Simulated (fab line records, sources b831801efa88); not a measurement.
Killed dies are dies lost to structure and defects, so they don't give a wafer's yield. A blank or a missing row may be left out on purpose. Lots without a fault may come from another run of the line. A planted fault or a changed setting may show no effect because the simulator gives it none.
Which tool did it? | flow sfq_line | 13 lots, 39 wafers sampled, at 1 step of a route of 325

WHAT THE GAUGES READ, wafer by wafer
The record holds no reading of a measuring or inspecting step that can be judged against a usual standard deviation.

WHICH TOOL RAN EACH LOT (tool, then ch and the chambers of the sampled wafers, then the start)
lot  | SFQ_TRILAYER_JJ_TRILAYER_DEP_SPUTTER_109
L729 | pvd_sputter-03, day 59 12:13
L731 | pvd_sputter-04, day 60 15:13
L732 | pvd_sputter-04, day 60 19:53
L733 | pvd_sputter-04, day 61 09:27
L737 | pvd_sputter-06, day 62 11:51
L740 | pvd_sputter-04, day 63 10:39
L743 | pvd_sputter-06, day 64 13:06
L745 | pvd_sputter-06, day 65 21:09
L747 | pvd_sputter-06, day 66 17:14
L749 | pvd_sputter-03, day 67 14:43
L750 | pvd_sputter-06, day 67 16:31
L751 | pvd_sputter-03, day 67 18:55
L752 | pvd_sputter-06, day 67 21:19
- SFQ_TRILAYER_JJ_TRILAYER_DEP_SPUTTER_109: material Nb, target thk 150 nm, time 100 s.

WHAT THE TOOLS THEMSELVES READ (means of the sampled wafers that have a number; where no wafer has one, the mark that the record gives instead)
SFQ_TRILAYER_JJ_TRILAYER_DEP_SPUTTER_109.
lot  | tool           | cathode_dc_power_W (W) | throttle_valve_pct (%)
L729 | pvd_sputter-03 | 1999.9                 | 30.3
L731 | pvd_sputter-04 | 2000.2                 | 29.6
L732 | pvd_sputter-04 | 1999.9                 | 29.8
L733 | pvd_sputter-04 | 2000.0                 | 29.5
L737 | pvd_sputter-06 | 1999.9                 | 29.3
L740 | pvd_sputter-04 | 2019.6                 | 28.8
L743 | pvd_sputter-06 | 1999.9                 | 30.9
L745 | pvd_sputter-06 | 1999.7                 | 30.9
L747 | pvd_sputter-06 | 1999.8                 | 30.4
L749 | pvd_sputter-03 | 1999.7                 | 30.0
L750 | pvd_sputter-06 | 2000.0                 | 30.3
L751 | pvd_sputter-03 | 1999.8                 | 30.7
L752 | pvd_sputter-06 | 1999.9                 | 29.7

THE ANSWER, worked out from the rows above alone
Rule: what is usual is taken from the lots themselves. Put in order of their means at a reading, lots are off if they are a third of the lots or fewer, leave a main group of 4 or more, and stand apart from it by a gap of 3 or more times the standard deviation of the main group's means; of several such gaps the widest counts. A main group whose means are all the same, to the digits that the tables above print for the reading, isn't used. A lot without any number at a reading at which 4 lots or more have one is off too. The other lots that the step has rows for count as sound. The gauges are gone through in route order, then the tools' own readings, and for those a lot's mean is taken as printed above. The first step at which some lot is off is used, and at that step the reading that is off furthest; a lot without a number counts as furthest.
Off: L740, at SFQ_TRILAYER_JJ_TRILAYER_DEP_SPUTTER_109 (cathode_dc_power_W). The main group: mean 1999.9 W, standard deviation 0.13.
A tool fits if, at that step or a process step before it, it ran every lot that is off, and no sound lot after the first of them. One fits: pvd_sputter-04 at SFQ_TRILAYER_JJ_TRILAYER_DEP_SPUTTER_109. Its last sound lot is L733 (day 61 09:27), its first lot that is off L740 (day 63 10:39): a fault that began between those two fits.
The tool's own readings at SFQ_TRILAYER_JJ_TRILAYER_DEP_SPUTTER_109 bear it out: on the lots that are off they differ by more than 5 times the standard deviation of the sound lots' means. cathode_dc_power_W reads 2019.6 W there against 1999.9 W on the sound lots.

WHAT THE SIMULATOR HAD PUT IN
Process parameter drift: pvd_sputter-04, from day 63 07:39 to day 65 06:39, at SFQ_TRILAYER_JJ_TRILAYER_DEP_SPUTTER_109. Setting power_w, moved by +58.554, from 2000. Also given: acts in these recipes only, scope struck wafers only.
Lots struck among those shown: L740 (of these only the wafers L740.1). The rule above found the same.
